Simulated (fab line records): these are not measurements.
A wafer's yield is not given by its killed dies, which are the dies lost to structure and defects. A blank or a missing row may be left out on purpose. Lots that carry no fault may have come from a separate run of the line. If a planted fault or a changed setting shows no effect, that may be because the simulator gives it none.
Chamber matching / flow sky130 / SKY_VIA1_ETCH_15 on rie diel-01 has 4 sister chambers
The step etches SiO2 in C4F8/O2/Ar, stops on TiN, target depth 351 nm, time 54 s. 8 wafers are shown with their chamber, then 12 later ones without.

== WAFERS PAIRED WITH THEIR CHAMBERS ==
wafer=L084.2; chamber=3; oes product au (a.u.)=0.985; bias w (W)=1201
wafer=L086.3; chamber=0; oes product au (a.u.)=0.977; bias w (W)=1205
wafer=L089.1; chamber=0; oes product au (a.u.)=0.976; bias w (W)=1193
wafer=L089.2; chamber=2; oes product au (a.u.)=0.978; bias w (W)=1202
wafer=L089.3; chamber=1; oes product au (a.u.)=0.982; bias w (W)=1204
wafer=L090.2; chamber=2; oes product au (a.u.)=0.973; bias w (W)=1202
wafer=L090.4; chamber=3; oes product au (a.u.)=0.981; bias w (W)=1198
wafer=L090.6; chamber=1; oes product au (a.u.)=0.986; bias w (W)=1205

== WAFERS WHOSE CHAMBER IS MISSING ==
wafer=L093.4; oes product au (a.u.)=0.975; bias w (W)=1203
wafer=L093.5; oes product au (a.u.)=0.971; bias w (W)=1203
wafer=L093.6; oes product au (a.u.)=0.978; bias w (W)=1197
wafer=L094.3; oes product au (a.u.)=0.988; bias w (W)=1201
wafer=L094.4; oes product au (a.u.)=0.989; bias w (W)=1205
wafer=L094.5; oes product au (a.u.)=0.974; bias w (W)=1206
wafer=L096.4; oes product au (a.u.)=0.976; bias w (W)=1201
wafer=L096.5; oes product au (a.u.)=0.983; bias w (W)=1201
wafer=L096.6; oes product au (a.u.)=0.989; bias w (W)=1202
wafer=L097.1; oes product au (a.u.)=0.976; bias w (W)=1197
wafer=L097.4; oes product au (a.u.)=0.978; bias w (W)=1204
wafer=L097.5; oes product au (a.u.)=0.988; bias w (W)=1201

== WHICH CHAMBER EACH ONE RAN IN ==
wafer=L093.4; from the rows above=can't be placed: 2 or 0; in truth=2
wafer=L093.5; from the rows above=can't be placed: 2 or 0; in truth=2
wafer=L093.6; from the rows above=can't be placed: 0 or 2 or 3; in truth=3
wafer=L094.3; from the rows above=can't be placed: 1 or 3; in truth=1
wafer=L094.4; from the rows above=can't be placed: 1 or 3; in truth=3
wafer=L094.5; from the rows above=can't be placed: 2 or 0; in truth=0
wafer=L096.4; from the rows above=can't be placed: 2 or 0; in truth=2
wafer=L096.5; from the rows above=can't be placed: 3 or 1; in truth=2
wafer=L096.6; from the rows above=can't be placed: 1 or 3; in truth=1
wafer=L097.1; from the rows above=can't be placed: 0 or 2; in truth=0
wafer=L097.4; from the rows above=can't be placed: 2 or 0 or 3 or 1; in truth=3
wafer=L097.5; from the rows above=can't be placed: 1 or 3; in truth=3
Correctly placed: 0 of 12. Not placeable from these rows: 12 (in 11, the candidates include the true chamber). 0 placed wrongly.
How it was worked out, from the rows above alone: a wafer's distance from a chamber is the root of the sum, over the readings, of the square of ((its reading less the chamber's mean) divided by the reading's scatter). If the next closest chamber is less than 2 further off than the closest, the wafer can't be placed; otherwise it belongs to the closest. Each chamber's mean is taken over the wafers shown for it. The scatter is the square root of a quotient: the sum, over the shown wafers, of each reading's squared deviation from its chamber's mean, divided by wafers minus chambers.
